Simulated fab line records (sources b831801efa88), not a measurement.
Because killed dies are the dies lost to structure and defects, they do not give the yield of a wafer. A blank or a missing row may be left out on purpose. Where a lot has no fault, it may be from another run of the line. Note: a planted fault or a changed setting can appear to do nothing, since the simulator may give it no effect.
fab line records    flow sfq_line
[record] lots = 6  wafers = 18  last_day = 87
route steps=325 shown I1@77 M2@88 I2@103 M3@118 M8@325
lots that met no fault: taken from a fault-free run of the same line
start_h: the number of hours between the record's first day and the start of the first shown wafer of the lot    wait_h: hours since the lot's step before    " same as the row above    L1.1+2: one row covering several wafers at once    - value missing, or start not given    * or withheld: withheld    < > ~ a bound
route shown NAME@n: a module of which the file shows steps, and the number in the route of the first    usual: mean/standard deviation of fault-free wafers    same: alike in all rows    chamber/n: place in a boat    sites: per-site readings    _std_site: the values' standard deviation    _edge_site: the outer-site mean with the inner-site mean subtracted    radius_mm: for every site, how far away it sits from the centre of the wafer    mask NAME#n: copy n    behind: the tool/chamber that last shaped the wafer    hold: cause of the lot's hold/its duration in hours/its outcome    device: which transistor (n, p or np) failed to switch    end of line: the same wafers' tests at the end of the route    a step with no rows: only its recipe    killed: not the wafer's yield, but the dies lost to structure and defects at the first sort    map: a wafer's dies, x killed, . not, _ none there
set.NAME: the setting as run; set.NAME@STEP: as run at that earlier step    model.NAME: the simulator's own value behind a step, which no gauge read
lots seen at some steps along the route; tables by step, rows by wafer
services: when a tool's chamber went out of use (start_h, in hours from the record's first day, below 0 if earlier), for how many hours, and the reason
[[steps]]
[step SFQ_TRILAYER_I1_VIA_LITHO_COAT_054]
[recipe] resist = BARC  spin_rpm = 3000  resist_thk_nm = 62
[step SFQ_TRILAYER_I1_VIA_LITHO_COAT_049]
[recipe] resist = KrF  spin_rpm = 3000  resist_thk_nm = 650
[step SFQ_TRILAYER_I1_VIA_LITHO_SOFTBAKE_053]
[recipe] temp_c = withheld  time_s = withheld  resist = KrF
[step SFQ_TRILAYER_I1_VIA_LITHO_EXPOSE_050]
[recipe] mask_id = I1  na = 0.6  source_shape = conventional  sigma_outer = 0.65  target_cd_nm = 500  dose_mj = 21.3
[step SFQ_TRILAYER_I1_VIA_LITHO_PEB_052]
[recipe] peb_temp_c = 115  peb_time_s = 60  resist = KrF
[step SFQ_TRILAYER_I1_VIA_LITHO_DEVELOP_051]
[recipe] time_s = 60  resist = KrF
[step SFQ_I1_OVL_MEAS_913]
[usual] I1_OVL = 1/5.4
lot.wafer  tool        chamber  start_h  wait_h  I1_OVL[nm]
L781.1     overlay-01  -        612.50   0.1     -1
L781.2     "           -        "        "       -5
L781.5     "           -        "        "       -1
L782.4     overlay-01  -        617.32   0.1     3
L782.5     "           -        "        "       0
L782.6     "           -        "        "       8
L788.2     overlay-01  -        805.89   0.1     1
L788.3     "           -        "        "       -4
L788.4     "           -        "        "       -2
L789.1     overlay-01  -        809.48   0.1     -5
L789.2     "           -        "        "       -7
L789.5     "           -        "        "       -4
L791.4     overlay-01  -        827.50   0.1     13
L791.5     "           -        "        "       9
L791.6     "           -        "        "       11
L798.3     overlay-01  -        902.28   0.1     9
L798.4     "           -        "        "       9
L798.6     "           -        "        "       4
[step SFQ_TRILAYER_I1_VIA_BARC_OPEN_VIA_ETCH_071]
[recipe] mask_material = PR  chemistry = O2  target_depth_nm = 125  target = BARC  source_w = 500  bias_w = 80  pressure_mtorr = 30  time_s = 41.7
[usual] drypump_motor_current_A = 5.7/0.64  oes_product_au = 0.686/0.0043  rf_fwd_power_W = 493.8/2.1
lot.wafer  tool         chamber  start_h  wait_h  drypump_motor_current_A  oes_product_au  rf_fwd_power_W  rf_hours_counter_h
L781.1     rie_diel-02  2        612.54   0.0     5.3                      0.689           493.7           3
L781.2     "            0        "        "       5.8                      0.686           493.8           12
L781.5     "            2        "        "       5.3                      0.683           494.2           -
L782.4     rie_diel-03  2        617.34   0.0     5.3                      0.689           491.8           60
L782.5     "            0        "        "       6.3                      0.686           493.6           -
L782.6     "            1        "        "       6.6                      0.686           493.6           -
L788.2     rie_diel-02  0        805.92   0.0     5.8                      0.686           494.0           14
L788.3     "            2        "        "       5.4                      0.689           493.8           5
L788.4     "            3        "        "       5.7                      0.685           493.0           16
L789.1     rie_diel-01  2        809.52   0.0     6.7                      0.690           492.0           33
L789.2     "            0        "        "       5.3                      0.690           494.3           7
L789.5     "            0        "        "       5.3                      0.684           493.0           -
L791.4     rie_diel-02  2        827.52   0.0     5.4                      0.690           494.7           6
L791.5     "            2        "        "       5.4                      0.687           493.8           -
L791.6     "            1        "        "       5.2                      0.684           496.3           -
L798.3     rie_diel-01  1        902.31   0.0     4.8                      0.681           495.9           14
L798.4     "            2        "        "       6.7                      0.684           489.4           -
L798.6     "            0        "        "       5.3                      0.686           494.2           -
[step SFQ_TRILAYER_I1_VIA_ETCH_VIA_ETCH_052]
[recipe] target = SiO2  stop_on = Nb  mask_material = PR  taper_deg = 20  chemistry = CHF3  target_depth_nm = 260  source_w = 500  bias_w = 80  pressure_mtorr = 30  time_s = withheld
[usual] drypump_motor_current_A = 5.7/0.64  oes_product_au = 0.855/0.005  rf_fwd_power_W = 497.9/1.7
lot.wafer  tool         chamber  start_h  wait_h  drypump_motor_current_A  oes_product_au  rf_fwd_power_W
L781.1     rie_diel-02  2        612.58   0.0     5.3                      0.846           499.2
L781.2     "            0        "        "       5.8                      0.848           496.6
L781.5     "            2        "        "       5.4                      0.855           500.6
L782.4     rie_diel-03  2        617.38   0.0     5.3                      0.857           497.0
L782.5     "            0        "        "       6.3                      0.862           500.1
L782.6     "            1        "        "       6.6                      0.864           501.9
L788.2     rie_diel-02  0        805.96   0.0     5.9                      0.868           496.1
L788.3     "            2        "        "       5.4                      0.853           498.0
L788.4     "            3        "        "       5.7                      0.860           495.5
L789.1     rie_diel-01  2        809.56   0.0     6.7                      0.857           499.5
L789.2     "            0        "        "       5.3                      0.852           497.2
L789.5     "            0        "        "       5.3                      0.848           495.8
L791.4     rie_diel-02  2        827.56   0.0     5.3                      0.854           497.7
L791.5     "            2        "        "       5.3                      0.860           497.1
L791.6     "            1        "        "       5.2                      0.854           501.0
L798.3     rie_diel-01  1        902.35   0.0     4.8                      0.855           496.3
L798.4     "            2        "        "       6.7                      0.855           496.9
L798.6     "            0        "        "       5.3                      0.863           497.0
[step SFQ_TRILAYER_I1_VIA_STRIP_STRIP_053]
[recipe] gas = O2  power_w = 200  platen_temp_c = 40  overash_fraction = 0.65  chemistry = O2  pressure_mtorr = 50
[step SFQ_TRILAYER_I1_VIA_STRIP_SOLV_CLEAN_054]
[recipe] chemistry = NMP  temp_c = 70  time_s = 600
[step SFQ_TRILAYER_M2_DEP_PRE_CLEAN_056]
[recipe] gas = Ar  time_s = 22.5  bias_v = 250
[step SFQ_TRILAYER_M2_DEP_SPUTTER_055]
[recipe] material = Nb  base_pressure_pa = 1.33e-06  chamber_pressure_pa = 0.1333  substrate_temp_c = 20  resputter_cathode_voltage_v = 400  target_thk_nm = 200  power_w = 2000  time_s = 133.3
[usual] throttle_valve_pct = 29.7/1.1
lot.wafer  tool            chamber  start_h  wait_h  throttle_valve_pct  model.Nb_of_TRILAYER_M2_DEP_SPUTTER_055.thk_nm
L781.1     pvd_sputter-04  -        613.49   0.0     29.6                199.4
L781.2     "               -        "        "       30.7                198.7
L781.5     "               -        "        "       29.2                199
L782.4     pvd_sputter-06  -        618.47   0.0     31.1                204.2
L782.5     "               -        "        "       30.4                203.5
L782.6     "               -        "        "       31.1                205.3
L788.2     pvd_sputter-06  -        806.87   0.0     30.8                60.44
L788.3     "               -        "        "       30.7                201
L788.4     "               -        "        "       30.4                201.6
L789.1     pvd_sputter-06  -        810.47   0.0     31.0                199.9
L789.2     "               -        "        "       30.5                58.1
L789.5     "               -        "        "       31.1                199.1
L791.4     pvd_sputter-04  -        828.47   0.0     29.8                202.1
L791.5     "               -        "        "       27.5                201.1
L791.6     "               -        "        "       29.7                199.8
L798.3     pvd_sputter-04  -        903.86   0.0     30.0                198.6
L798.4     "               -        "        "       29.4                198.6
L798.6     "               -        "        "       30.9                200.4
[step SFQ_M2_RS_MEAS_914]
[recipe] thk_meas_gauge = four-point-probe  reads = Nb_of_TRILAYER_M2_DEP_SPUTTER_055
[usual] M2_NB_RS = 0.891/0.01
lot.wafer  tool           chamber  start_h  wait_h  M2_NB_RS[ohm/sq]
L781.1     film_metro-01  -        613.59   0.0     0.894
L781.2     "              -        "        "       0.895
L781.5     "              -        "        "       0.895
L782.4     film_metro-01  -        618.62   0.1     0.873
L782.5     "              -        "        "       0.874
L782.6     "              -        "        "       0.868
L788.2     film_metro-04  -        806.99   0.1     3.019
L788.3     "              -        "        "       0.886
L788.4     "              -        "        "       0.883
L789.1     film_metro-03  -        810.57   0.0     0.891
L789.2     "              -        "        "       3.155
L789.5     "              -        "        "       0.893
L791.4     film_metro-04  -        828.63   0.1     0.879
L791.5     "              -        "        "       0.884
L791.6     "              -        "        "       0.891
L798.3     film_metro-04  -        903.99   0.1     0.895
L798.4     "              -        "        "       0.895
L798.6     "              -        "        "       0.888
[step SFQ_TRILAYER_M2_LITHO_COAT_062]
[recipe] resist = BARC  spin_rpm = 3000  resist_thk_nm = 62
[step SFQ_TRILAYER_M2_LITHO_COAT_057]
[recipe] resist = KrF  spin_rpm = 3000  resist_thk_nm = 600
[step SFQ_TRILAYER_M2_LITHO_SOFTBAKE_061]
[recipe] temp_c = withheld  time_s = withheld  resist = KrF
[step SFQ_TRILAYER_M2_LITHO_EXPOSE_058]
[recipe] mask_id = M2  na = 0.6  source_shape = conventional  sigma_outer = 0.65  target_cd_nm = 500  dose_mj = 14.4
[step SFQ_TRILAYER_M2_LITHO_PEB_060]
[recipe] peb_temp_c = 115  peb_time_s = 60  resist = KrF
[step SFQ_TRILAYER_M2_LITHO_DEVELOP_059]
[recipe] time_s = 60  resist = KrF
[step SFQ_M2_OVL_MEAS_916]
[usual] M2_OVL = -1/5.4
lot.wafer  tool        chamber  start_h  wait_h  M2_OVL[nm]
L781.1     overlay-01  -        757.88   0.1     4
L781.2     "           -        "        "       5
L781.5     "           -        "        "       -7
L782.4     overlay-01  -        762.70   0.1     -10
L782.5     "           -        "        "       -5
L782.6     "           -        "        "       -13
L788.2     overlay-02  -        810.69   0.1     7
L788.3     "           -        "        "       7
L788.4     "           -        "        "       1
L789.1     overlay-02  -        814.14   0.1     -4
L789.2     "           -        "        "       -3
L789.5     "           -        "        "       1
L791.4     overlay-01  -        831.01   0.1     1
L791.5     "           -        "        "       -2
L791.6     "           -        "        "       5
L798.3     overlay-01  -        1056.44  0.1     -5
L798.4     "           -        "        "       -4
L798.6     "           -        "        "       -2
[step SFQ_TRILAYER_M2_BARC_OPEN_METAL_ETCH_077]
[recipe] mask_material = PR  chemistry = O2  target_depth_nm = 125  target = BARC  icp_w = 600  bias_w = 80  pressure_mtorr = 10  time_s = 41.7
[step SFQ_TRILAYER_M2_ETCH_METAL_ETCH_060]
[recipe] target = Nb  stop_on = SiO2  mask_material = PR  chemistry = Cl2/Ar  target_depth_nm = 240  icp_w = 600  bias_w = 80  pressure_mtorr = 10  time_s = 120
[usual] drypump_motor_current_A = 5.69/0.18  oes_product_au = 0.893/0.008  rf_fwd_power_W = 596.6/2.1
lot.wafer  tool          chamber  start_h  wait_h  drypump_motor_current_A  oes_product_au  rf_fwd_power_W  rf_hours_counter_h
L781.1     rie_metal-04  1        757.98   0.0     5.92                     0.899           596.4           112
L781.2     "             0        "        "       5.78                     0.889           595.3           124
L781.5     "             0        "        "       5.79                     0.897           596.1           -
L782.4     rie_metal-04  0        762.82   0.1     5.79                     0.908           596.3           -
L782.5     "             1        "        "       5.92                     0.902           599.5           -
L782.6     "             0        "        "       5.79                     0.908           593.6           -
L788.2     rie_metal-02  0        810.78   0.0     5.65                     0.539           597.3           8
L788.3     "             1        "        "       5.39                     0.903           595.2           -
L788.4     "             0        "        "       5.70                     0.902           600.2           -
L789.1     rie_metal-02  0        814.23   0.0     5.75                     0.904           598.5           8
L789.2     "             1        "        "       5.38                     0.523           596.0           54
L789.5     "             0        "        "       5.70                     0.889           595.7           -
L791.4     rie_metal-04  1        831.13   0.1     5.93                     0.891           595.9           -
L791.5     "             1        "        "       5.93                     0.896           598.0           -
L791.6     "             0        "        "       5.79                     0.888           598.6           -
L798.3     rie_metal-01  0        1056.57  0.1     5.59                     0.890           595.3           -
L798.4     "             1        "        "       5.60                     0.898           599.1           -
L798.6     "             0        "        "       5.61                     0.886           593.7           -
[step SFQ_TRILAYER_M2_STRIP_STRIP_061]
[recipe] gas = O2  power_w = 200  platen_temp_c = 40  overash_fraction = 0.65  chemistry = O2  pressure_mtorr = 50
[usual] drypump_motor_current_A = 5.69/0.18  oes_product_au = 1.000/0.0084
lot.wafer  tool          chamber  start_h  wait_h  drypump_motor_current_A  oes_product_au  rf_hours_counter_h
L781.1     rie_metal-04  1        758.10   0.1     5.95                     1.024           112
L781.2     "             0        "        "       5.79                     0.996           124
L781.5     "             0        "        "       5.79                     0.998           -
L782.4     rie_metal-04  0        763.10   0.2     5.79                     1.009           -
L782.5     "             1        "        "       5.93                     1.000           -
L782.6     "             0        "        "       5.77                     0.991           -
L788.2     rie_metal-02  0        810.91   0.1     5.71                     1.001           8
L788.3     "             1        "        "       5.39                     0.999           -
L788.4     "             0        "        "       5.69                     0.992           -
L789.1     rie_metal-02  0        814.36   0.1     5.73                     0.999           8
L789.2     "             1        "        "       5.41                     1.009           54
L789.5     "             0        "        "       5.75                     0.991           -
L791.4     rie_metal-04  1        831.42   0.2     5.94                     1.007           -
L791.5     "             1        "        "       5.93                     1.007           -
L791.6     "             0        "        "       5.80                     1.001           -
L798.3     rie_metal-01  0        1056.85  0.2     5.58                     0.994           -
L798.4     "             1        "        "       5.61                     0.995           -
L798.6     "             0        "        "       5.57                     1.005           -
[step SFQ_TRILAYER_M2_STRIP_SOLV_CLEAN_062]
[recipe] chemistry = NMP  temp_c = 70  time_s = 600
[step SFQ_TRILAYER_I2_DEP_PECVD_063]
[recipe] material = SiO2  temp_c = 150  time_s = 111.11  pressure_torr = 2.4  rf_w = 183.3  precursor = SiH4/N2O  target_thk_nm = 500
[step SFQ_TRILAYER_I2_CMP_CMP_064]
[recipe] material = SiO2  down_force_psi = 3  platen_rpm = 60  pad_velocity_m_s = 0.94248
[usual] edge_zone_pressure_frac = 0.999/0.0048  motor_current_A = 10.1/1  time_to_endpoint_s = 218/6.7
lot.wafer  tool    chamber  start_h  wait_h  edge_zone_pressure_frac  motor_current_A  time_to_endpoint_s
L781.1     cmp-02  0        762.60   3.7     0.999                    9.4              220
L781.2     "       3        764.10   5.2     0.999                    8.9              221
L781.5     "       0        "        "       1.002                    9.7              228
L782.4     cmp-01  3        766.84   3.1     1.002                    11.6             230
L782.5     "       2        768.34   4.6     0.991                    10.0             236
L782.6     "       3        "        "       1.007                    11.7             234
L788.4     cmp-01  3        814.76   3.0     1.000                    11.5             228
L788.2     "       1        815.76   4.0     1.002                    8.4              213
L788.3     "       2        "        "       1.000                    9.7              218
L789.1     cmp-02  1        818.26   3.1     0.996                    10.8             217
L789.2     "       3        819.26   4.1     0.998                    9.0              214
L789.5     "       1        820.26   5.1     0.989                    10.5             213
L791.4     cmp-02  1        833.26   1.2     0.992                    11.1             212
L791.5     "       0        834.76   2.7     0.995                    9.6              224
L791.6     "       1        "        "       1.007                    10.7             216
L798.4     cmp-01  2        1058.02  0.5     1.005                    9.8              222
L798.3     "       0        1059.02  1.5     0.997                    11.5             210
L798.6     "       2        1060.02  2.5     1.001                    10.3             213
[step SFQ_I2_BOW_MEAS_917]
[recipe] mode = bow
[usual] I2_BOW = 2/8.2
lot.wafer  tool           chamber  start_h  wait_h  I2_BOW[um]
L781.1     film_metro-04  -        765.60   2.5     2
L781.2     "              -        "        "       8
L781.5     "              -        "        "       8
L782.4     film_metro-01  -        769.40   2.1     4
L782.5     "              -        "        "       3
L782.6     "              -        "        "       8
L788.2     film_metro-04  -        817.78   1.5     4
L788.3     "              -        "        "       -10
L788.4     "              -        "        "       -2
L789.1     film_metro-04  -        820.76   2.0     -6
L789.2     "              -        "        "       -8
L789.5     "              -        "        "       -14
L791.4     film_metro-04  -        835.82   2.1     13
L791.5     "              -        "        "       23
L791.6     "              -        "        "       24
L798.3     film_metro-01  -        1060.56  1.0     -6
L798.4     "              -        "        "       -2
L798.6     "              -        "        "       -18
[step SFQ_TRILAYER_I2_METRO_MEASURE_065]
[usual] thk_nm = 199.9/0.86
lot.wafer  tool           chamber  start_h  wait_h  thk_nm
L781.1     film_metro-04  -        765.72   0.1     199.1
L781.2     "              -        "        "       200.0
L781.5     "              -        "        "       201.2
L782.4     film_metro-01  -        770.06   0.6     200.4
L782.5     "              -        "        "       200.6
L782.6     "              -        "        "       199.9
L788.2     film_metro-04  -        818.08   0.3     199.6
L788.3     "              -        "        "       201.0
L788.4     "              -        "        "       201.0
L789.1     film_metro-04  -        820.88   0.1     199.2
L789.2     "              -        "        "       199.1
L789.5     "              -        "        "       199.7
L791.4     film_metro-04  -        836.48   0.6     198.2
L791.5     "              -        "        "       200.0
L791.6     "              -        "        "       199.2
L798.3     film_metro-01  -        1061.04  0.5     199.2
L798.4     "              -        "        "       199.7
L798.6     "              -        "        "       198.9
[step SFQ_TRILAYER_I2_VIA_LITHO_COAT_072]
[recipe] resist = BARC  spin_rpm = 3000  resist_thk_nm = 62
[step SFQ_TRILAYER_I2_VIA_LITHO_COAT_067]
[recipe] resist = KrF  spin_rpm = 3000  resist_thk_nm = 650
[step SFQ_TRILAYER_I2_VIA_LITHO_SOFTBAKE_071]
[recipe] temp_c = withheld  time_s = withheld  resist = KrF
[step SFQ_TRILAYER_I2_VIA_LITHO_EXPOSE_068]
[recipe] mask_id = I2  na = 0.6  source_shape = conventional  sigma_outer = 0.65  target_cd_nm = 500  dose_mj = 21.3
[step SFQ_TRILAYER_I2_VIA_LITHO_PEB_070]
[recipe] peb_temp_c = 115  peb_time_s = 60  resist = KrF
[step SFQ_TRILAYER_I2_VIA_LITHO_DEVELOP_069]
[recipe] time_s = 60  resist = KrF
[step SFQ_I2_OVL_MEAS_918]
[usual] I2_OVL = 1/4.9
lot.wafer  tool        chamber  start_h  wait_h  I2_OVL[nm]
L781.1     overlay-02  -        917.87   0.1     -3
L781.2     "           -        "        "       -3
L781.5     "           -        "        "       -1
L782.4     overlay-02  -        922.69   0.1     4
L782.5     "           -        "        "       -5
L782.6     "           -        "        "       0
L788.2     overlay-02  -        965.11   0.1     4
L788.3     "           -        "        "       5
L788.4     "           -        "        "       0
L789.1     overlay-01  -        969.91   0.1     0
L789.2     "           -        "        "       5
L789.5     "           -        "        "       1
L791.4     overlay-01  -        986.73   0.1     -8
L791.5     "           -        "        "       1
L791.6     "           -        "        "       -4
L798.3     overlay-02  -        1174.32  0.1     5
L798.4     "           -        "        "       3
L798.6     "           -        "        "       3
[step SFQ_TRILAYER_I2_VIA_BARC_OPEN_VIA_ETCH_096]
[recipe] mask_material = PR  chemistry = O2  target_depth_nm = 125  target = BARC  source_w = 500  bias_w = 80  pressure_mtorr = 30  time_s = 41.7
[step SFQ_TRILAYER_I2_VIA_ETCH_VIA_ETCH_070]
[recipe] target = SiO2  stop_on = Nb  mask_material = PR  taper_deg = 20  chemistry = CHF3  target_depth_nm = 260  source_w = 500  bias_w = 80  pressure_mtorr = 30  time_s = withheld
[step SFQ_TRILAYER_I2_VIA_STRIP_STRIP_071]
[recipe] gas = O2  power_w = 200  platen_temp_c = 40  overash_fraction = 0.65  chemistry = O2  pressure_mtorr = 50
[step SFQ_TRILAYER_I2_VIA_STRIP_SOLV_CLEAN_072]
[recipe] chemistry = NMP  temp_c = 70  time_s = 600
[step SFQ_TRILAYER_M3_DEP_PRE_CLEAN_074]
[recipe] gas = Ar  time_s = 22.5  bias_v = 250
[step SFQ_M8_BOW_MEAS_951]
[recipe] mode = bow
[usual] M8_BOW = 9/7.9
lot.wafer  tool           chamber  start_h  wait_h  M8_BOW[um]  model.etest.m2.ohm_um  model.etest.i1.link_ohm  model.etest.i2.link_ohm  model.etest.m2.ohm_sq
L781.1     film_metro-04  -        2009.51  0.0     2           1.782                  1.967                    1.967                    0.8926
L781.2     "              -        "        "       8           1.786                  1.974                    1.967                    0.8959
L781.5     "              -        "        "       8           1.788                  1.97                     1.974                    0.8944
L782.4     film_metro-04  -        2014.19  0.1     17          1.748                  1.944                    1.938                    0.8719
L782.5     "              -        "        "       15          1.755                  1.953                    1.954                    0.8748
L782.6     "              -        "        "       20          1.739                  1.948                    1.932                    0.8672
L788.2     film_metro-02  -        2024.49  0.0     20          5.934                  4.463                    4.033                    2.945
L788.3     "              -        "        "       6           1.773                  1.976                    1.977                    0.8858
L788.4     "              -        "        "       13          1.779                  1.95                     1.957                    0.883
L789.1     film_metro-02  -        2025.67  0.0     10          1.783                  1.958                    1.969                    0.8905
L789.2     "              -        "        "       8           6.094                  4.576                    4.149                    3.064
L789.5     "              -        "        "       2           1.787                  1.963                    1.98                     0.8941
L791.4     film_metro-02  -        2028.13  0.1     10          1.76                   1.969                    1.968                    0.8806
L791.5     "              -        "        "       20          1.775                  1.987                    1.996                    0.8852
L791.6     "              -        "        "       21          1.784                  1.977                    1.983                    0.8908
L798.3     film_metro-04  -        2077.88  0.0     17          1.786                  1.974                    1.987                    0.8965
L798.4     "              -        "        "       20          1.791                  1.974                    1.976                    0.8964
L798.6     "              -        "        "       4           1.777                  1.956                    1.958                    0.8882
[[services]]
tool           chamber  start_h  hours  kind
rie_diel-01    -        605.49   4.0    repair
rie_diel-01    1        622.52   1.7    repair
rie_metal-04   -        623.98   1.4    pm
rie_diel-02    0        653.11   1.3    repair
rie_metal-02   1        653.68   30.1   repair
film_metro-04  -        660.82   0.5    pm
film_metro-04  -        662.82   1.3    pm
rie_diel-01    -        693.11   2.8    pm
rie_metal-02   -        697.77   1.3    repair
rie_diel-01    0        717.57   9.6    repair
rie_diel-02    3        738.68   5.3    repair
rie_diel-02    -        739.12   14.6   pm
rie_diel-01    -        757.86   0.3    repair
film_metro-04  -        769.15   5.8    repair
film_metro-04  -        780.08   1.7    pm
rie_metal-04   0        793.62   7.3    repair
rie_diel-02    2        807.02   3.2    repair
rie_metal-04   -        828.27   1.7    repair
rie_diel-02    1        859.63   1.7    repair
rie_metal-04   1        861.26   5.8    repair
rie_metal-04   -        915.31   2.8    pm
rie_diel-02    -        936.42   1.2    repair
rie_diel-02    0        1032.02  2.9    repair
rie_metal-04   1        1059.76  7.1    repair
[[key]]
[first_sign] step = SFQ_M2_RS_MEAS_914  reading = M2_NB_RS  direction = up  sigmas = 99+  usual = 0.891  struck = 3.087
[effect] step = SFQ_TRILAYER_M2_ETCH_METAL_ETCH_060  reading = oes_product_au  direction = down  sigmas = 45  usual = 0.893  struck = 0.531
[model_effect] step = SFQ_TRILAYER_M2_DEP_SPUTTER_055  value = Nb_of_TRILAYER_M2_DEP_SPUTTER_055.thk_nm  without = 198.7  struck = 59.27
[model_effect] step = SFQ_M8_BOW_MEAS_951  value = etest.m2.ohm_um  without = 1.794  struck = 6.014
met_at SFQ_TRILAYER_M2_DEP_SPUTTER_055
struck_wafers L788.2,L789.2
onset_between 618.47 806.87
[fault] kind = process_parameter_drift  tool = pvd_sputter-06  chamber = -  onset_h = 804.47  steps = SFQ_TRILAYER_M2_DEP_SPUTTER_055  channel = target_thk_nm  offset = -139.41  shape = step  end_h = 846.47  scope = struck_wafers_only  acts_in = these_recipes_only  stated = 200
